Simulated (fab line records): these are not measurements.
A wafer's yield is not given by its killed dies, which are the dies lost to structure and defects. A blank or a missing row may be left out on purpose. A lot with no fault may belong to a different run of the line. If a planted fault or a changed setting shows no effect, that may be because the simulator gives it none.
Which of the tools did it?    flow sky130    39 wafers from 13 lots sampled at 5 of the route's 708 steps

== WHAT THE GAUGES SHOWED, per wafer ==
SKY_NWELL_OVL_MEAS_23.
lot   measured     on          NWELL_01_OVL (nm)
L922  day 5 10:38  overlay-02  -1.2 -0.9 -2.7
L925  day 5 21:42  overlay-01  -0.8 0.1 -0.9
L926  day 6 08:39  overlay-01  0.5 -0.2 1.8
L927  day 6 12:20  overlay-01  1.3 0.3 -0.3
L928  day 6 16:38  overlay-02  -1.7 -1.8 -2.1
L929  day 6 23:11  overlay-01  -1.0 -0.3 -2.4
L930  day 7 07:35  overlay-01  0.9 0.6 1.2
L931  day 7 15:43  overlay-02  -1.4 -0.9 -0.6
L932  day 7 19:01  overlay-01  -1.9 -2.5 -1.5
L933  day 8 01:47  overlay-02  -0.8 -2.2 -2.4
L937  day 8 23:50  overlay-02  -1.5 -1.8 -0.4
L938  day 9 07:53  overlay-02  0.2 -0.7 -0.1
L939  day 9 17:55  overlay-01  1.0 0.4 0.0

SKY_SONOS_ONO_THK_MEAS_05.
lot   measured      on            SONOS_ONO_CVD_04_THK (nm)
L922  day 11 17:38  filmMetro-02  5.75 5.72 5.71
L925  day 12 08:13  filmMetro-02  5.70 5.70 5.67
L926  day 13 00:31  filmMetro-02  5.49 5.69 5.58
L927  day 13 06:17  filmMetro-01  5.69 5.73 5.70
L928  day 13 10:28  filmMetro-01  5.59 5.61 5.62
L929  day 13 20:55  filmMetro-02  5.65 5.80 5.75
L930  day 14 06:51  filmMetro-03  5.59 5.59 5.57
L931  day 14 15:48  filmMetro-01  5.86 5.86 5.89
L932  day 14 21:45  filmMetro-02  5.85 5.83 5.78
L933  day 15 05:38  filmMetro-02  5.90 5.73 5.78
L937  day 16 12:11  filmMetro-03  5.73 5.62 5.78
L938  day 16 22:50  filmMetro-01  7.14 7.04 7.21
L939  day 17 10:36  filmMetro-02  7.01 7.07 7.15

SKY_SONOS_ONO_OVL_MEAS_14.
lot   measured      on          SONOS_ONO_OVL (nm)
L922  day 12 18:04  overlay-02  1.4 -0.1 0.4
L925  day 13 09:08  overlay-02  1.8 2.8 2.3
L926  day 14 02:16  overlay-01  -0.4 -0.2 -0.5
L927  day 14 08:45  overlay-02  2.0 0.7 1.5
L928  day 14 12:36  overlay-02  2.1 1.5 1.5
L929  day 14 23:47  overlay-01  1.6 0.9 1.9
L930  day 15 09:05  overlay-01  -0.2 -0.5 0.4
L931  day 15 18:49  overlay-01  4.6 3.6 3.1
L932  day 16 00:41  overlay-02  0.6 -1.1 0.2
L933  day 16 08:51  overlay-02  -0.7 0.9 -1.2
L937  day 17 16:59  overlay-01  1.1 2.3 1.9
L938  day 18 04:08  overlay-02  -0.8 2.5 2.3
L939  day 18 16:37  overlay-02  0.6 2.2 1.1

== TOOL THAT RAN EACH LOT (tool first, then ch and the chambers of the sampled wafers, then the start) ==
lot   SKY_VT_ADJUST_HVTR_STRIP_10          SKY_SONOS_ONO_CVD_04
L922  plasmaAsher-04 ch 0,1, day 9 15:37   lpcvd-03 ch 0, day 11 16:22
L925  plasmaAsher-02 ch 0,1, day 10 05:41  lpcvd-03 ch 0, day 12 06:56
L926  plasmaAsher-04 ch 0,1, day 10 18:38  lpcvd-03 ch 0, day 12 23:16
L927  plasmaAsher-02 ch 0,1, day 10 23:04  lpcvd-03 ch 1, day 13 05:01
L928  plasmaAsher-04 ch 0,1, day 11 03:41  lpcvd-03 ch 0, day 13 09:13
L929  plasmaAsher-01 ch 0,1, day 11 13:58  lpcvd-03 ch 1, day 13 19:40
L930  plasmaAsher-01 ch 0,1, day 11 22:34  lpcvd-03 ch 1, day 14 05:35
L931  plasmaAsher-02 ch 0,1, day 12 06:16  lpcvd-03 ch 1, day 14 13:55
L932  plasmaAsher-02 ch 0,1, day 12 13:55  lpcvd-03 ch 0, day 14 19:51
L933  plasmaAsher-04 ch 0,1, day 12 19:22  lpcvd-03 ch 0, day 15 04:23
L937  plasmaAsher-04 ch 0,1, day 13 23:14  lpcvd-03 ch 0, day 16 10:56
L938  plasmaAsher-04 ch 0,1, day 14 08:39  lpcvd-03 ch 1, day 16 21:35
L939  plasmaAsher-01 ch 0,1, day 14 21:14  lpcvd-03 ch 0, day 17 09:21
- SKY_VT_ADJUST_HVTR_STRIP_10: strips in O2/N2.
- SKY_SONOS_ONO_CVD_04: deposits SiO2 from SiH4/N2O, target thk 5.7199 nm.

== WHAT THE TOOLS THEMSELVES READ (means of the sampled wafers that have a number; where no wafer has one, the mark that the record gives instead) ==
SKY_VT_ADJUST_HVTR_STRIP_10.
lot   tool            drypumpMotorCurrentA (A)  oesProductAu (a.u.)  stripTimeToEndpointS (s)
L922  plasmaAsher-04  5.8                       0.714                14.16
L925  plasmaAsher-02  5.4                       0.716                14.19
L926  plasmaAsher-04  5.8                       0.715                14.11
L927  plasmaAsher-02  5.3                       0.716                14.20
L928  plasmaAsher-04  5.9                       0.715                14.18
L929  plasmaAsher-01  5.7                       0.717                14.17
L930  plasmaAsher-01  5.9                       0.715                14.15
L931  plasmaAsher-02  5.4                       0.715                14.18
L932  plasmaAsher-02  5.3                       0.717                14.21
L933  plasmaAsher-04  5.8                       0.717                14.23
L937  plasmaAsher-04  5.9                       0.716                14.15
L938  plasmaAsher-04  5.8                       0.713                14.18
L939  plasmaAsher-01  5.9                       0.716                14.20

== THE ANSWER, worked out from the rows above alone ==
Rule: usual is defined by the lots themselves. Put in order of their means at a reading, lots are off if they are a third of the lots or fewer, leave a main group of 4 or more, and stand apart from it by a gap of 3 or more times the standard deviation of the main group's means; of several such gaps the widest counts. The tables above print the reading to a certain number of digits; a main group whose means all agree to those digits is not used. A lot without any number at a reading at which 4 lots or more have one is off too. Any other lot the step has rows for is counted as sound. The gauges are gone through in route order, then the tools' own readings, and for those a lot's mean is taken as printed above. The first step at which some lot is off is used, and at that step the reading that is off furthest; a lot without a number counts as furthest.
Off: at SKY_SONOS_ONO_THK_MEAS_05 (SONOS_ONO_CVD_04_THK), L938, L939. The main group: mean 5.71 nm, standard deviation 0.09.
A tool fits if, at a process step before that reading, it ran every lot that is off, and no sound lot after the first of them. Those tools and the gauges at SKY_SONOS_ONO_THK_MEAS_05 are tried in the same way. One fits: SKY_SONOS_ONO_CVD_04 on lpcvd-03. Its last sound lot is L937 (day 16 10:56), its first lot that is off L938 (day 16 21:35): a fault that began between those two fits.

== WHAT THE SIMULATOR HAD INSERTED ==
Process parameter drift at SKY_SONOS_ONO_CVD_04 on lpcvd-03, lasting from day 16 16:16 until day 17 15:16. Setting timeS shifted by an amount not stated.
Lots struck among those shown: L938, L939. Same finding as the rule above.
